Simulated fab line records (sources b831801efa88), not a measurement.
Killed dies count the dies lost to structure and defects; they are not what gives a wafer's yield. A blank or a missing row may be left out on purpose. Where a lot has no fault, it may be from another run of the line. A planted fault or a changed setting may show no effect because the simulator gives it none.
Chamber matching + flow sky130 + SKY_PASSIVATION_CVD_00 on pecvd-04: 3 sister chambers
The step deposits SiO2, target thk 90 nm. 6 wafers are shown with their chamber, then 7 later ones without.

== WAFERS WITH THEIR CHAMBER ==
| wafer  | chamber | heater-power-w (W) |
|--------|---------|--------------------|
| L595.3 | 0       | 757                |
| L598.2 | 2       | 631                |
| L598.3 | 0       | 716                |
| L598.6 | 2       | 658                |
| L599.1 | 1       | 681                |
| L599.5 | 1       | 686                |

== WAFERS MISSING THEIR CHAMBER ==
| wafer  | heater-power-w (W) |
|--------|--------------------|
| L599.6 | 619                |
| L603.4 | 667                |
| L603.5 | 609                |
| L603.6 | 698                |
| L605.2 | 807                |
| L605.3 | 708                |
| L605.5 | 721                |

== CHAMBER TAKEN BY EACH ==
| wafer  | from the rows above          | in truth |
|--------|------------------------------|----------|
| L599.6 | can't be placed: 2 or 1      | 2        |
| L603.4 | can't be placed: 1 or 2      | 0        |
| L603.5 | can't be placed: 2 or 1      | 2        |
| L603.6 | can't be placed: 1 or 0 or 2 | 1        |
| L605.2 | 0                            | 0        |
| L605.3 | can't be placed: 1 or 0 or 2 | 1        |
| L605.5 | can't be placed: 0 or 1      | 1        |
Correct placement for 1 of the 7. From these rows, 6 cannot be placed; in 5 the true chamber is one of the candidates. Number placed wrongly: 0.
How it was worked out, from the rows above alone: a wafer's distance from a chamber is the root of the sum, over the readings, of the square of ((its reading less the chamber's mean) divided by the reading's scatter). The wafer belongs to the nearest chamber; if the next one is less than 2 further off, it can't be placed. Each chamber's mean is taken over the wafers shown for it. The scatter: take each reading less its chamber's mean, square it, sum over the shown wafers, divide by the number of wafers less the number of chambers, and take the root.
